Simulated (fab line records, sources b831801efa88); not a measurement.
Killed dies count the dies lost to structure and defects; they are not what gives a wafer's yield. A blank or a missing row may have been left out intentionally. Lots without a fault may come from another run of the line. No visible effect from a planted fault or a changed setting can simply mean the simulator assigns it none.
A lot that was struck, set against a sound lot ; flow sfq_line ; 28 steps out of a route of 325
Sound: the wafers L198.1, L198.2, L198.3. The struck wafers were L206.2, L206.5, L206.6. The cause is named last.
Order at every step that has rows: each side's tool, ch and its chambers, its first start. Under that, the readings that differ: sound wafers ; struck wafers ; difference of the means ; sigmas: that difference in standard deviations of wafers without a fault.
alike: readings with means less than 2 such deviations apart, plus words and numbers identical on both sides. not compared: withheld readings, readings lacking a value on some wafer, bounds such as >300 that could conceal the same value, and numbers that have no deviation in the record and whose values overlap.
Wherever a step has rows on one side only, a row that says differs or no value, or a row with sigmas, the two part there. Numbers that have no deviation but don't overlap get no sigmas and don't part them. A reading missing from all wafers of one side parts the sides only when that side holds two or more wafers.

first, 6 steps without rows for these wafers: SFQ_TRILAYER_M3_LITHO_COAT_080 (resist thk 62 nm); SFQ_TRILAYER_M3_LITHO_COAT_075 (resist thk 600 nm); SFQ_TRILAYER_M3_LITHO_SOFTBAKE_079; SFQ_TRILAYER_M3_LITHO_EXPOSE_076 (exposes mask M3, target cd 500 nm); SFQ_TRILAYER_M3_LITHO_PEB_078 (peb time 60 s); SFQ_TRILAYER_M3_LITHO_DEVELOP_077 (time 60 s).
SFQ_M3_OVL_MEAS_921:
  struck on overlay-01, day 30 21:23; sound on overlay-02, day 28 21:22
  alike: M3_OVL
then, 2 steps without rows for these wafers: SFQ_TRILAYER_M3_BARC_OPEN_METAL_ETCH_100 (etches BARC in O2, target depth 125 nm, time 41.7 s); SFQ_TRILAYER_M3_ETCH_METAL_ETCH_078 (etches Nb in Cl2/Ar, stops on SiO2, target depth 240 nm, time 120 s).
SFQ_TRILAYER_M3_STRIP_STRIP_079: strips in O2.
  sound on rie_metal-01 ch 0,1, day 28 21:35; struck on rie_metal-03 ch 0,1, day 30 21:35
  alike: drypump_motor_current_A, oes_product_au
  not compared: rf_hours_counter_h
then, 1 step without rows for these wafers: SFQ_TRILAYER_M3_STRIP_SOLV_CLEAN_080 (cleans in NMP, time 600 s).
SFQ_TRILAYER_I3_DEP_PECVD_081: deposits SiO2 from SiH4/N2O, time 111.11 s, target thk 500 nm.
  sound on pecvd-02 ch 0,1,2, day 28 22:22; struck on pecvd-04 ch 0,1,2, day 30 22:22
  alike: heater_power_w, throttle_valve_pct
-- the record jumps here: 2 days lie between the struck wafers' starts before and after --
SFQ_TRILAYER_I3_CMP_CMP_082: polishes SiO2.
  sound on cmp-02 ch 1,2,3, day 30 05:47; struck on cmp-01 ch 0,1,2, day 33 04:04
reading;sound;struck;difference;sigmas
model.SiO2_of_TRILAYER_I3_DEP_PECVD_081.thk_nm (nm);200.4 205.1 200.6;181.5 178.1 179.4;-22.4;
  alike: head_pressure_psi, motor_current_A, time_to_endpoint_s
SFQ_I3_BOW_MEAS_922:
  struck on film_metro-03, day 33 05:35; sound on film_metro-02, day 30 08:17
  alike: I3_BOW
SFQ_TRILAYER_I3_METRO_MEASURE_083:
  struck on film_metro-03, day 33 05:53; sound on film_metro-02, day 30 08:24
reading;sound;struck;difference;sigmas
thk_nm (nm);200.5 204.9 200.7;181.4 178.2 179.6;-22.3;-15
then, 6 steps without rows for these wafers: SFQ_TRILAYER_I3_VIA_LITHO_COAT_090 (resist thk 62 nm); SFQ_TRILAYER_I3_VIA_LITHO_COAT_085 (resist thk 650 nm); SFQ_TRILAYER_I3_VIA_LITHO_SOFTBAKE_089; SFQ_TRILAYER_I3_VIA_LITHO_EXPOSE_086 (exposes mask I3, target cd 500 nm); SFQ_TRILAYER_I3_VIA_LITHO_PEB_088 (peb time 60 s); SFQ_TRILAYER_I3_VIA_LITHO_DEVELOP_087 (time 60 s).
-- the record jumps here: 3 days lie between the struck wafers' starts before and after --
SFQ_I3_OVL_MEAS_923:
  struck on overlay-02, day 36 08:50; sound on overlay-01, day 33 23:40
  alike: I3_OVL
SFQ_TRILAYER_I3_VIA_BARC_OPEN_VIA_ETCH_121: etches BARC in O2, target depth 125 nm, time 41.7 s.
  sound on rie_diel-04 ch 0,2,3, day 33 23:43; struck on rie_diel-01 ch 0,2,3, day 36 08:52
  alike: drypump_motor_current_A, oes_product_au
  not compared: rf_hours_counter_h
SFQ_TRILAYER_I3_VIA_ETCH_VIA_ETCH_088: etches SiO2 in CHF3, stops on Nb, target depth 260 nm.
  sound on rie_diel-04 ch 0,2,3, day 33 23:45; struck on rie_diel-01 ch 0,2,3, day 36 08:54
reading;sound;struck;difference;sigmas
oes_product_au (a.u.);0.855 0.873 0.854;0.814 0.798 0.796;-0.058;-10
model.I3.feature_depth_nm (nm);200.4 205.1 200.6;181.5 178.1 179.4;-22.4;
model.etch.depth_nm (nm);200.4 205.1 200.6;181.5 178.1 179.4;-22.4;
  alike: drypump_motor_current_A
SFQ_TRILAYER_I3_VIA_STRIP_STRIP_089: strips in O2.
  sound on rie_metal-01 ch 0,1, day 33 23:52; struck on rie_metal-02 ch 0,1, day 36 09:01
reading;sound;struck;difference;sigmas
drypump_motor_current_A (A);5.1 5.1 5.2;6.0 5.8 5.9;+0.8;+2
oes_product_au (a.u.);1.012 1.020 1.023;0.987 1.002 0.987;-0.026;-2
  not compared: rf_hours_counter_h
then, 1 step without rows for these wafers: SFQ_TRILAYER_I3_VIA_STRIP_SOLV_CLEAN_090 (cleans in NMP, time 600 s).
SFQ_TRILAYER_M4_DEP_PRE_CLEAN_092: time 22.5 s.
  struck on pvd_sputter-04, day 36 09:49; sound on pvd_sputter-04, day 34 00:38
reading;sound;struck;difference;sigmas
model.SiO2_of_TRILAYER_I3_DEP_PECVD_081.thk_nm (nm);192.9 197.6 193.1;174 170.6 171.9;-22;
SFQ_TRILAYER_M4_DEP_SPUTTER_091: material Nb, target thk 200 nm, time 133.3 s.
  struck on pvd_sputter-04, day 36 09:51; sound on pvd_sputter-04, day 34 00:40
  alike: chamber_pressure_pa, throttle_valve_pct

## WHERE THEY PART
Last at SFQ_TRILAYER_I3_VIA_STRIP_STRIP_089 as far as this record goes, first at SFQ_TRILAYER_I3_METRO_MEASURE_083. Later steps at which nothing parts them and some readings are alike: SFQ_TRILAYER_M4_DEP_SPUTTER_091.

WHY: what the simulator had put in
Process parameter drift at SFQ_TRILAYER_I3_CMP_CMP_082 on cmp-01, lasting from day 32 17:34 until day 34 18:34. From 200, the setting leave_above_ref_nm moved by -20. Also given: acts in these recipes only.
